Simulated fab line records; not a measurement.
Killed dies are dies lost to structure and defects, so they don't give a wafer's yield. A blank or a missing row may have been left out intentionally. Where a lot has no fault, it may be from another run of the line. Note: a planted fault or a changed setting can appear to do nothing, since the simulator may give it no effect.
Which of the tools did it?    flow gf180mcu    18 wafers from 6 lots sampled at 3 of the route's 602 steps

## WHAT EACH GAUGE READ, for each wafer
GF_PSD_RS_MEAS_14: uses a four-point probe to measure.
lot   measured      on             NSD_RS (ohm/sq)
L155  day 14 15:04  film_metro-03  46.16 45.99 46.04
L158  day 15 16:59  film_metro-03  43.96 44.01 43.94 43.97 43.98 43.94
L163  day 17 06:07  film_metro-04  44.07 44.11 44.13 44.11 44.19 44.22
L170  day 19 20:28  film_metro-04  46.20 46.16 46.21
L172  day 20 13:14  film_metro-04  46.31 46.29 46.29
L177  day 22 06:17  film_metro-04  46.33 46.22 46.18

## TOOL THAT RAN EACH LOT (tool first, then ch and the chambers of the sampled wafers, then the start)
lot   GF_NSD_IMPLANT_09                GF_NSD_STRIP_11
L155  implanter-03 ch 0, day 13 17:40  plasma_asher-03 ch 0,1, day 13 17:55
L158  implanter-04 ch 0, day 14 18:56  plasma_asher-02 ch 0,1, day 14 19:33
L163  implanter-04 ch 0, day 16 07:14  plasma_asher-02 ch 0,1, day 16 08:04
L170  implanter-03 ch 0, day 18 18:49  plasma_asher-02 ch 0,1, day 18 19:06
L172  implanter-04 ch 0, day 19 12:44  plasma_asher-04 ch 0,1, day 19 12:59
L177  implanter-02 ch 0, day 21 05:30  plasma_asher-04 ch 0,1, day 21 05:48
- GF_NSD_IMPLANT_09
- GF_NSD_STRIP_11: strips in O2/N2.

## THE ANSWER, worked out from the rows above alone
Rule: the usual values come from the lots themselves. Put in order of their means at a reading, lots are off if they are a third of the lots or fewer, leave a main group of 4 or more, and stand apart from it by a gap of 3 or more times the standard deviation of the main group's means; of several such gaps the widest counts. A main group is skipped when, at the precision printed for the reading in the tables above, its means are all equal. Also off: a lot with no number at a reading for which 4 or more lots have one. The other lots that the step has rows for count as sound.
Off: L158, L163, seen at GF_PSD_RS_MEAS_14 (NSD_RS). Main group: mean 46.20 ohm/sq, sd 0.087.
If a tool, at a process step before that reading, ran all the lots that are off and no sound lot after the first of them, it fits. Gauges at GF_PSD_RS_MEAS_14: tried the same way as those tools. Not one of the candidates tried fits.

## WHAT HAD BEEN PUT IN BY THE SIMULATOR
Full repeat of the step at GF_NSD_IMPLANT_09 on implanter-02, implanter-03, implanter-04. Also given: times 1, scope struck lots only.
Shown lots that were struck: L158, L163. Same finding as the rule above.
